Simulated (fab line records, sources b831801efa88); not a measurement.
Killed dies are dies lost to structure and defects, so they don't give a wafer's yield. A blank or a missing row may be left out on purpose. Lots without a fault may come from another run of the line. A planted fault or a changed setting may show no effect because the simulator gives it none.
Which tool did it? | flow sky130 | 13 lots, 39 wafers sampled, at 2 steps of a route of 708

WHAT THE GAUGES READ, wafer by wafer
SKY_POLY_GATE_CD_MEAS_13: target cd 150 nm.
lot  | measured     | on        | cd_nm (nm)
L719 | day 16 01:25 | cd_sem-01 | 149.7 150.5 148.6
L721 | day 16 23:10 | cd_sem-02 | 147.9 149.0 148.0
L720 | day 16 23:11 | cd_sem-01 | 151.0 150.7 149.8
L722 | day 17 16:19 | cd_sem-01 | 151.6 151.9 152.2
L724 | day 18 13:40 | cd_sem-01 | 149.1 149.3 149.3
L729 | day 20 13:40 | cd_sem-02 | 149.8 149.9 149.5
L731 | day 20 23:09 | cd_sem-01 | 147.8 148.5 148.9
L733 | day 21 13:30 | cd_sem-01 | 148.5 148.0 148.1
L737 | day 22 19:47 | cd_sem-01 | 148.8 148.6 148.7
L738 | day 23 11:31 | cd_sem-02 | 148.7 149.7 149.1
L740 | day 23 23:45 | cd_sem-02 | 148.8 148.2 147.7
L741 | day 24 11:05 | cd_sem-01 | 148.1 148.4 148.0
L742 | day 24 22:38 | cd_sem-02 | 148.7 147.8 148.8

SKY_POLY_GATE_THK_MEAS_21.
lot  | measured     | on            | POLY_GATE_OXIDATION_THK (nm)
L719 | day 16 03:11 | film_metro-01 | 3.96 4.02 3.93
L721 | day 17 01:37 | film_metro-02 | 3.94 3.84 3.87
L720 | day 17 00:57 | film_metro-02 | 4.13 4.12 4.08
L722 | day 17 19:49 | film_metro-01 | 4.00 4.07 4.07
L724 | day 18 15:37 | film_metro-03 | 3.84 3.90 3.85
L729 | day 20 15:28 | film_metro-03 | 3.96 4.06 3.99
L731 | day 21 00:57 | film_metro-02 | 3.99 4.01 4.01
L733 | day 21 15:18 | film_metro-01 | 4.01 3.88 3.93
L737 | day 22 22:23 | film_metro-01 | 3.96 3.95 3.90
L738 | day 23 13:22 | film_metro-03 | 4.00 4.01 4.01
L740 | day 24 01:32 | film_metro-02 | 4.13 4.10 4.00
L741 | day 24 12:58 | film_metro-01 | 3.96 3.96 3.88
L742 | day 25 00:25 | film_metro-02 | 3.95 4.02 4.07

WHICH TOOL RAN EACH LOT (tool, then ch and the chambers of the sampled wafers, then the start)
The record holds no process step before these readings.

WHAT THE TOOLS THEMSELVES READ (means of the sampled wafers that have a number; where no wafer has one, the mark that the record gives instead)
The record holds no such reading with a usual standard deviation.

THE ANSWER, worked out from the rows above alone
Rule: what is usual is taken from the lots themselves. Put in order of their means at a reading, lots are off if they are a third of the lots or fewer, leave a main group of 4 or more, and stand apart from it by a gap of 3 or more times the standard deviation of the main group's means; of several such gaps the widest counts. A main group whose means are all the same, to the digits that the tables above print for the reading, isn't used. A lot without any number at a reading at which 4 lots or more have one is off too. The other lots that the step has rows for count as sound. The gauges are gone through in route order, then the tools' own readings, and for those a lot's mean is taken as printed above. The first step at which some lot is off is used, and at that step the reading that is off furthest; a lot without a number counts as furthest.
No lot is off at any reading shown: from this, nothing can be told.

WHAT THE SIMULATOR HAD PUT IN
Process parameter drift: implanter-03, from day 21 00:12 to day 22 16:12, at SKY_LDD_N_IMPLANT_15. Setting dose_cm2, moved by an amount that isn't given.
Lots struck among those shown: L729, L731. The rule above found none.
